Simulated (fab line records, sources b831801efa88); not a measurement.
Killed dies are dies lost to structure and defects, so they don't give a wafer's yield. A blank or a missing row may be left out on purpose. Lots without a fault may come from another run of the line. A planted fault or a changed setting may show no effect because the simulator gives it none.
A struck lot beside a sound one | flow sky130 | 19 steps out of a route of 708
Sound: wafers L961.1, L961.2, L961.3. Struck: wafers L965.2, L965.4, L965.6. The cause comes at the end.
At each step with rows: each side's tool, then ch and its chambers, then its first start. Under that, the readings that differ: sound wafers | struck wafers | difference of the means | sigmas: that difference in standard deviations of wafers without a fault.
alike: readings whose means differ by less than 2 such deviations, and words and numbers that are the same on both sides. not compared: withheld readings, readings that some wafer has no value for, bounds like >300 that may hide the same value, and numbers for which the record gives no deviation and whose values overlap.
The two part at a step that has a row with sigmas, a row that says differs or no value, or rows on one side only. Numbers that don't overlap but have no deviation are shown without sigmas and don't part them. A reading that every wafer of one side lacks parts them only if that side has two wafers or more.

SKY_LDD_HVP_OVL_MEAS_07:
  sound on overlay-02, day 22 04:43; struck on overlay-02, day 23 23:35
  alike: LDD_HVP_OVL
then, 1 step without rows for these wafers: SKY_LDD_HVP_IMPLANT_08.
SKY_LDD_HVP_STRIP_09: strips in O2/N2.
  sound on plasma_asher-02 ch 0,1, day 22 04:54; struck on plasma_asher-03 ch 0,1, day 23 23:46
  reading               | sound             | struck            | difference | sigmas
  oes_product_au (a.u.) | 0.418 0.413 0.407 | 0.401 0.408 0.401 | -0.009     | -2
  alike: drypump_motor_current_A, strip_time_to_endpoint_s
  not compared: rf_hours_counter_h
SKY_LDD_HVP_TW_MEAS_10:
  sound on film_metro-03, day 22 05:00; struck on film_metro-01, day 23 23:53
  alike: LDD_HVP_TW
then, 7 steps without rows for these wafers: SKY_LDD_LDN_DEHYDRATE_00 (time 60 s); SKY_LDD_LDN_HMDS_01 (prime time 60 s); SKY_LDD_LDN_COAT_02 (resist thk 1140 nm); SKY_LDD_LDN_SOFTBAKE_03 (time 60 s); SKY_LDD_LDN_EXPOSE_04 (exposes mask LDNTM, target cd 700 nm); SKY_LDD_LDN_PEB_05; SKY_LDD_LDN_DEVELOP_06 (develop time 60 s).
SKY_LDD_LDN_OVL_MEAS_07:
  sound on overlay-02, day 23 10:55; struck on overlay-01, day 25 05:10
  alike: LDD_LDN_OVL
SKY_LDD_LDN_IMPLANT_08:
  sound on implanter-01 ch 0, day 23 10:57; struck on implanter-04 ch 0, day 25 05:14
  reading            | sound                            | struck                        | difference | sigmas
  dose_ions_cm2      | 1.2511e+13 1.2484e+13 1.2506e+13 | 4.395e+12 4.404e+12 4.394e+12 | -8.103e+12 | -99 or more
  faraday_current_uA | 70.6 68.9 70.6                   | 25.2 24.4 25.0                | -45.2      | -38
then, 3 steps without rows for these wafers: SKY_LDD_LDN_IMPLANT_09; SKY_LDD_LDN_IMPLANT_10; SKY_LDD_LDN_IMPLANT_11.
SKY_LDD_LDN_STRIP_12: strips in O2/N2.
  sound on plasma_asher-02 ch 0,1, day 23 11:33; struck on plasma_asher-03 ch 1, day 25 05:48
  alike: drypump_motor_current_A, oes_product_au, strip_time_to_endpoint_s
  not compared: rf_hours_counter_h
SKY_LDD_LDN_TW_MEAS_13:
  sound on film_metro-02, day 23 11:39; struck on film_metro-01, day 25 05:55
  alike: LDD_LDN_TW
  not compared: hold
-- the record jumps here: 22 days lie between the struck wafers' starts before and after (it left off in module LDD_LDN and takes up again in module PAD_OPEN, whose first step shown is number 708 of the route) --
SKY_PAD_OPEN_PROBE_99:
  sound on prober-01, day 46 17:43; struck on prober-01, day 47 12:14
  reading                         | sound          | struck    | difference | sigmas
  killed_at_other                 | 0 0 0          | 2 0       | +1         | +2
  model.etest.tip_sonos.rs_ohm_sq | 2644 2640 2623 | 2992 2993 | +357       |
  alike: killed_at_M0_to_M3, killed_at_M4_up, killed_at_contacts, killed_at_front_end, killed_dies, killed_on_rim, killed_open, killed_short

WHERE THEY PART
First at SKY_LDD_HVP_STRIP_09; last, within this record, at SKY_PAD_OPEN_PROBE_99.

WHY: what the simulator had put in
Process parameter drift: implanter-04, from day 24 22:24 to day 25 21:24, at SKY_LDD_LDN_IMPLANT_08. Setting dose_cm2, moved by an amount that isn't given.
